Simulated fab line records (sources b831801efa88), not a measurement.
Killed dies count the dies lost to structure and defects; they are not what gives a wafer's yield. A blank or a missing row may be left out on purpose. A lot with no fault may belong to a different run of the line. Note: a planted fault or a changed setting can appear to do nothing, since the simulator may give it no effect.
fab line records	flow sky130
record lots=13	wafers=39	last_day=50
route steps=708 shown CONTACT@407 METAL1@435 PAD_OPEN@708
lots that met no fault: taken from a fault-free run of the same line
start_h: start of the lot's first displayed wafer, in hours after the record's first day	wait_h: hours elapsed since this lot's preceding step	" the same as in the row above	L1.1+2: one row covering several wafers at once	- either no value or no given start	* or withheld: withheld	< > ~ a bound
route shown NAME@n: NAME is a module with steps in the file, n the number in the route of the first one	usual: the fault-free wafers' mean and standard deviation	same: alike in all rows	chamber/n: place in a boat	sites: per-site readings	_std_site: their standard deviation	_edge_site: outer sites' mean less inner sites'	radius_mm: for every site, how far away it sits from the centre of the wafer	mask NAME#n: copy n	behind: tool/chamber where the wafer was last shaped	hold: reason for holding the lot/hours on hold/outcome of the hold	device: transistor that didn't switch, given as n, p or np	end of line: the route-end tests of the same wafers	a step without rows: its recipe alone	killed: count of dies lost to structure and defects at first sort (not the wafer's yield)	map: the dies of a wafer, with x for killed, . for not killed, _ for no die there
set.NAME: setting as actually run; set.NAME@STEP: the setting as run at that earlier step	model.NAME: the simulator's own value behind a step, which no gauge read
a sample of lots followed through the steps of the route, with each step as a table and each wafer as a row
services: a tool's chamber out of use, with start hour (start_h, from the record's first day; less than 0 if before it), hours out, and reason
## steps
# step SKY_CONTACT_THK_MEAS_01
# recipe reads=Si3N4_of_CONTACT_CVD_00
# usual CONTACT_CVD_00_THK=75.1/1.1
lot.wafer	tool	chamber	start_h	wait_h	CONTACT_CVD_00_THK[nm]
L456.2	film_metro-03	-	719.38	-	74.4
L456.3	"	-	"	"	73.3
L456.5	"	-	"	"	75.0
L457.1	film_metro-03	-	722.98	-	75.0
L457.2	"	-	"	"	75.5
L457.3	"	-	"	"	76.4
L459.1	film_metro-02	-	729.36	-	73.8
L459.4	"	-	"	"	75.0
L459.5	"	-	"	"	74.5
L462.2	film_metro-02	-	755.62	-	75.8
L462.3	"	-	"	"	74.5
L462.5	"	-	"	"	75.3
L463.3	film_metro-03	-	761.34	-	74.1
L463.4	"	-	"	"	75.8
L463.5	"	-	"	"	75.6
L468.3	film_metro-03	-	808.10	-	76.1
L468.4	"	-	"	"	75.7
L468.5	"	-	"	"	76.2
L471.1	film_metro-02	-	823.16	-	75.7
L471.2	"	-	"	"	73.9
L471.6	"	-	"	"	74.9
L472.4	film_metro-03	-	833.64	-	74.6
L472.5	"	-	"	"	75.3
L472.6	"	-	"	"	77.3
L473.2	film_metro-01	-	836.62	-	73.3
L473.4	"	-	"	"	73.6
L473.6	"	-	"	"	74.7
L476.2	film_metro-01	-	862.13	-	74.3
L476.4	"	-	"	"	75.2
L476.6	"	-	"	"	74.7
L477.1	film_metro-01	-	868.77	-	75.5
L477.3	"	-	"	"	75.5
L477.6	"	-	"	"	77.4
L478.1	film_metro-02	-	871.47	-	73.1
L478.3	"	-	"	"	74.1
L478.5	"	-	"	"	74.4
L479.1	film_metro-03	-	882.67	-	74.9
L479.2	"	-	"	"	74.4
L479.6	"	-	"	"	75.4
# step SKY_CONTACT_ETCH_18
# recipe target=Si3N4	chemistry=CHF3/O2	stop_on=TiN	source_w=600	bias_w=200	pressure_mtorr=40	chf3_flow_sccm=50	O2_flow_sccm=5	time_s=39	target_depth_a=750
# usual drypump_motor_current_A=5.7/0.57	oes_product_au=0.855/0.0083	rf_fwd_power_W=593.5/2.4	throttle_valve_pct=8.794/0.0099
lot.wafer	tool	chamber	start_h	wait_h	drypump_motor_current_A	oes_product_au	rf_fwd_power_W	rf_hours_counter_h	throttle_valve_pct
L456.2	rie_diel-01	3	747	-	5.3	0.847	594.3	5	8.785
L456.3	"	0	"	"	6.5	0.843	589.4	9	8.803
L456.5	"	2	"	"	5.3	0.858	592.6	-	8.790
L457.1	rie_diel-02	2	750	-	6.3	0.847	591.9	3	8.796
L457.2	"	0	"	"	5.9	0.855	594.7	4	8.796
L457.3	"	1	"	"	6.0	0.865	597.0	5	8.796
L459.1	rie_diel-04	1	757	-	6.4	0.848	596.1	4	8.795
L459.4	"	3	"	"	6.1	0.856	591.5	22	8.783
L459.5	"	2	"	"	6.3	0.853	596.1	-	8.800
L462.2	rie_diel-02	1	782	-	6.0	0.861	596.1	6	8.789
L462.3	"	0	"	"	5.9	0.844	594.3	5	8.784
L462.5	"	3	"	"	6.2	0.852	590.8	-	8.823
L463.3	rie_diel-01	1	788	-	4.6	0.847	596.8	19	8.791
L463.4	"	2	"	"	5.3	0.857	590.1	17	8.824
L463.5	"	0	"	"	6.5	0.859	593.0	-	8.796
L468.3	rie_diel-02	0	835	-	5.9	0.853	593.0	7	8.793
L468.4	"	2	"	"	6.2	0.858	494.2	6	8.806
L468.5	"	0	"	"	5.9	0.865	592.6	-	8.783
L471.1	rie_diel-01	2	849	-	5.3	0.868	594.1	19	8.782
L471.2	"	3	"	"	5.3	0.850	595.4	7	8.789
L471.6	"	0	"	"	6.5	0.858	591.2	-	8.788
L472.4	rie_diel-01	3	861	-	5.3	0.845	592.8	8	8.788
L472.5	"	2	"	"	5.3	0.848	593.4	-	8.796
L472.6	"	3	"	"	5.3	0.862	592.8	-	8.798
L473.2	rie_diel-01	2	863	-	5.3	0.841	589.1	19	8.773
L473.4	"	1	"	"	4.7	0.840	596.0	22	8.803
L473.6	"	0	"	"	6.5	0.846	591.3	-	8.789
L476.2	rie_diel-01	2	888	-	5.3	0.847	590.3	20	8.805
L476.4	"	1	"	"	4.7	0.861	596.7	22	8.788
L476.6	"	3	"	"	5.3	0.850	594.3	-	8.792
L477.1	rie_diel-01	3	895	-	5.3	0.855	590.1	9	8.793
L477.3	"	0	"	"	6.5	0.866	592.5	14	8.794
L477.6	"	2	"	"	5.3	0.871	592.6	-	8.789
L478.1	rie_diel-02	3	897	-	6.2	0.846	593.5	18	8.805
L478.3	"	0	"	"	5.9	0.846	594.2	9	8.791
L478.5	"	3	"	"	6.2	0.854	594.0	-	8.777
L479.1	rie_diel-02	2	908	-	6.3	0.853	589.3	9	8.800
L479.2	"	3	"	"	6.2	0.852	594.1	19	8.780
L479.6	"	0	"	"	5.8	0.855	594.6	-	8.787
# step SKY_CONTACT_CVD_24
# recipe material=W	target_thk_nm=340	time_s=102.12	temp_c=400	pressure_torr=40
# usual heater_power_w=855/78
lot.wafer	tool	chamber	start_h	wait_h	heater_power_w
L456.2	cvd_w-02	0	747.97	0.0	934
L456.3	"	0	"	"	957
L456.5	"	0	"	"	962
L457.1	cvd_w-01	0	751.31	0.0	817
L457.2	"	1	"	"	884
L457.3	"	0	"	"	862
L459.1	cvd_w-02	0	758.57	0.0	940
L459.4	"	0	"	"	939
L459.5	"	0	"	"	959
L462.2	cvd_w-02	0	783.73	0.0	956
L462.3	"	1	"	"	741
L462.5	"	0	"	"	939
L463.3	cvd_w-02	0	789.73	0.1	954
L463.4	"	1	"	"	746
L463.5	"	1	"	"	741
L468.3	cvd_w-01	1	836.24	0.1	905
L468.4	"	0	"	"	815
L468.5	"	0	"	"	821
L471.1	cvd_w-01	1	850.41	0.0	897
L471.2	"	0	"	"	850
L471.6	"	0	"	"	837
L472.4	cvd_w-02	0	861.83	0.1	952
L472.5	"	1	"	"	739
L472.6	"	0	"	"	964
L473.2	cvd_w-02	0	864.57	0.0	951
L473.4	"	0	"	"	972
L473.6	"	0	"	"	961
L476.2	cvd_w-01	0	888.96	0.0	840
L476.4	"	1	"	"	896
L476.6	"	1	"	"	886
L477.1	cvd_w-02	0	896.03	0.0	957
L477.3	"	0	"	"	941
L477.6	"	1	"	"	747
L478.1	cvd_w-01	1	898.35	0.0	902
L478.3	"	1	"	"	878
L478.5	"	1	"	"	869
L479.1	cvd_w-01	0	909.16	0.0	841
L479.2	"	1	"	"	907
L479.6	"	1	"	"	916
# step SKY_METAL1_SPUTTER_01
# recipe material=TiN	target_thk_nm=20	power_w=6500	time_s=16.7	chamber_pressure_pa=0.4
# usual throttle_valve_pct=30.1/1.3
lot.wafer	tool	chamber	start_h	wait_h	throttle_valve_pct
L456.2	pvd_sputter-01	-	748.58	0.0	31.8
L456.3	"	-	"	"	30.5
L456.5	"	-	"	"	31.0
L457.1	pvd_sputter-01	-	751.93	0.0	30.9
L457.2	"	-	"	"	32.1
L457.3	"	-	"	"	31.2
L459.1	pvd_sputter-03	-	759.19	0.0	30.1
L459.4	"	-	"	"	29.2
L459.5	"	-	"	"	30.1
L462.2	pvd_sputter-02	-	784.34	0.0	29.7
L462.3	"	-	"	"	30.1
L462.5	"	-	"	"	30.0
L463.3	pvd_sputter-03	-	790.30	0.0	30.3
L463.4	"	-	"	"	30.7
L463.5	"	-	"	"	30.1
L468.3	pvd_sputter-02	-	836.82	0.0	26.8
L468.4	"	-	"	"	29.8
L468.5	"	-	"	"	29.6
L471.1	pvd_sputter-02	-	851.02	0.0	26.6
L471.2	"	-	"	"	30.0
L471.6	"	-	"	"	26.7
L472.4	pvd_sputter-03	-	862.41	0.0	29.5
L472.5	"	-	"	"	30.4
L472.6	"	-	"	"	30.0
L473.2	pvd_sputter-01	-	865.18	0.0	30.3
L473.4	"	-	"	"	31.0
L473.6	"	-	"	"	30.8
L476.2	pvd_sputter-02	-	889.57	0.0	26.9
L476.4	"	-	"	"	30.0
L476.6	"	-	"	"	29.7
L477.1	pvd_sputter-01	-	896.64	0.0	30.4
L477.3	"	-	"	"	31.1
L477.6	"	-	"	"	31.2
L478.1	pvd_sputter-02	-	898.96	0.0	29.9
L478.3	"	-	"	"	29.8
L478.5	"	-	"	"	29.8
L479.1	pvd_sputter-03	-	909.77	0.0	30.5
L479.2	"	-	"	"	30.1
L479.6	"	-	"	"	30.4
# step SKY_PAD_OPEN_PROBE_99
# usual killed_at_M0_to_M3=43/7.1	killed_at_M4_up=3/1.7	killed_at_contacts=25/5.6	killed_at_front_end=16/4.1	killed_at_other=0.2/0.49	killed_dies=87/9.8	killed_open=47/7.6	killed_short=40/6.1
# same gross_dies=492	killed_at_back_side=0
lot.wafer	tool	chamber	start_h	wait_h	killed_at_M0_to_M3	killed_at_M4_up	killed_at_contacts	killed_at_front_end	killed_at_other	killed_dies	killed_open	killed_short
L468.3	prober-01	-	1148.67	0.2	41	5	36	19	0	101	52	49
L468.4	prober-01	-	1148.72	0.2	37	4	31	17	0	89	42	47
L468.5	prober-01	-	1148.77	0.2	58	2	27	14	0	101	55	46
L471.1	prober-01	-	1159.42	0.1	29	1	28	14	0	72	36	36
L471.2	prober-01	-	1159.47	0.1	54	1	30	9	0	94	47	47
L471.6	prober-01	-	1159.67	0.2	55	1	24	20	0	100	45	55
L477.1	prober-01	-	1190.22	0.1	39	1	22	20	0	82	41	41
L477.3	prober-01	-	1190.32	0.2	41	5	26	16	0	88	45	43
L477.6	prober-01	-	1190.47	0.2	41	4	27	18	0	90	53	37
# killed by level:class
L468.3 CONTACT:geometric_particle:open=17 LI_CONTACT:geometric_particle:open=9 METAL2:geometric_particle:short=8 VIA1:geometric_particle:open=7 FIELD_ISO:geometric_particle:short=6 VIA2:geometric_particle:open=6 VIA1:geometric_particle:short=5 POLY_GATE:geometric_particle:short=4
L468.4 LI_CONTACT:geometric_particle:open=10 VIA1:geometric_particle:open=9 METAL2:geometric_particle:short=9 FIELD_ISO:geometric_particle:short=7 CONTACT:geometric_particle:open=7 VIA2:geometric_particle:open=7 LI_CONTACT:geometric_particle:short=6 LOCAL_INTERCONNECT:geometric_particle:short=6
L468.5 VIA1:geometric_particle:open=18 METAL1:geometric_particle:short=12 LI_CONTACT:geometric_particle:open=10 CONTACT:geometric_particle:open=7 FIELD_ISO:geometric_particle:short=6 VIA2:geometric_particle:open=6 LOCAL_INTERCONNECT:geometric_particle:short=4 METAL2:geometric_particle:short=4
L471.1 LI_CONTACT:geometric_particle:open=10 LOCAL_INTERCONNECT:geometric_particle:short=6 CONTACT:geometric_particle:short=6 POLY_GATE:geometric_particle:short=5 VIA2:geometric_particle:open=5 CONTACT:geometric_particle:open=5 VIA2:geometric_particle:short=5 VIA3:geometric_particle:open=4
L471.2 METAL1:geometric_particle:short=13 CONTACT:geometric_particle:open=12 LI_CONTACT:geometric_particle:open=7 VIA1:geometric_particle:short=7 CONTACT:geometric_particle:short=6 VIA2:geometric_particle:open=6 VIA1:geometric_particle:open=6 METAL2:geometric_particle:short=5
L471.6 VIA1:geometric_particle:open=13 CONTACT:geometric_particle:short=10 METAL1:geometric_particle:short=10 POLY_GATE:geometric_particle:short=9 VIA2:geometric_particle:open=9 VIA1:geometric_particle:short=8 CONTACT:geometric_particle:open=7 METAL2:geometric_particle:short=6
L477.1 METAL1:geometric_particle:short=10 CONTACT:geometric_particle:open=9 VIA1:geometric_particle:open=8 CONTACT:geometric_particle:short=6 SPACER:geometric_particle:short=5 VIA1:geometric_particle:short=5 VIA3:geometric_particle:open=5 FIELD_ISO:geometric_particle:open=4
L477.3 VIA1:geometric_particle:open=12 CONTACT:geometric_particle:open=10 VIA3:geometric_particle:short=8 LI_CONTACT:geometric_particle:open=7 CONTACT:geometric_particle:short=6 METAL1:geometric_particle:short=5 METAL4:geometric_particle:short=5 VIA3:geometric_particle:open=5
L477.6 VIA1:geometric_particle:open=17 CONTACT:geometric_particle:open=12 LOCAL_INTERCONNECT:geometric_particle:short=8 VIA2:geometric_particle:open=8 FIELD_ISO:geometric_particle:short=7 LI_CONTACT:geometric_particle:open=5 FIELD_ISO:geometric_particle:open=4 METAL3:geometric_particle:short=4
## services
tool	chamber	start_h	hours	kind
rie_diel-01	1	725.79	14.4	repair
rie_diel-02	3	750.44	2.4	repair
pvd_sputter-03	-	751.67	0.5	repair
rie_diel-01	0	757.15	8.7	repair
rie_diel-02	3	759.89	5.4	repair
rie_diel-04	3	762.48	2.7	repair
cvd_w-02	-	771.06	1.6	repair
cvd_w-01	-	775.66	28.1	pm
rie_diel-04	-	778.18	0.8	repair
cvd_w-02	-	779.96	0.8	repair
rie_diel-02	-	801.11	1.2	repair
pvd_sputter-02	-	812.56	2.7	repair
rie_diel-02	2	821.93	2.3	repair
rie_diel-02	3	832.49	1.4	repair
pvd_sputter-01	-	835.41	3.3	repair
rie_diel-04	-	837.69	2.3	repair
rie_diel-02	0	849.59	16.8	repair
rie_diel-02	2	885.00	10.0	repair
pvd_sputter-03	-	894.75	8.1	repair
cvd_w-02	-	904.00	14.0	pm
cvd_w-02	0	904.00	14.0	vent_cycle
cvd_w-02	1	904.00	14.0	vent_cycle
pvd_sputter-01	-	908.89	2.0	repair
## key
first_sign step=SKY_CONTACT_ETCH_18	reading=rf_fwd_power_W	direction=down	sigmas=42	usual=593.5	struck=494.2
effect none on later readings
met_at SKY_CONTACT_ETCH_18
struck_lots L468
struck_wafers L468.4
tester_left_out L468
not_acting_at SKY_CONTACT_THK_MEAS_01,SKY_CONTACT_CVD_24,SKY_METAL1_SPUTTER_01
onset_between 750 835
fault kind=process_parameter_drift	tool=rie_diel-02	chamber=2	onset_h=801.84	steps=SKY_CONTACT_ETCH_18	channel=source_w	offset=-96	shape=step	end_h=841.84	acts_in=these_recipes_only	stated=600
# tester_left_out: of these lots the tester's yield and bins aren't shown, on N5 and GAA mostly nor the transistor test; their killed dies are dies lost to structure and defects alone, not to doping, threshold or leakage, so they don't give the yield
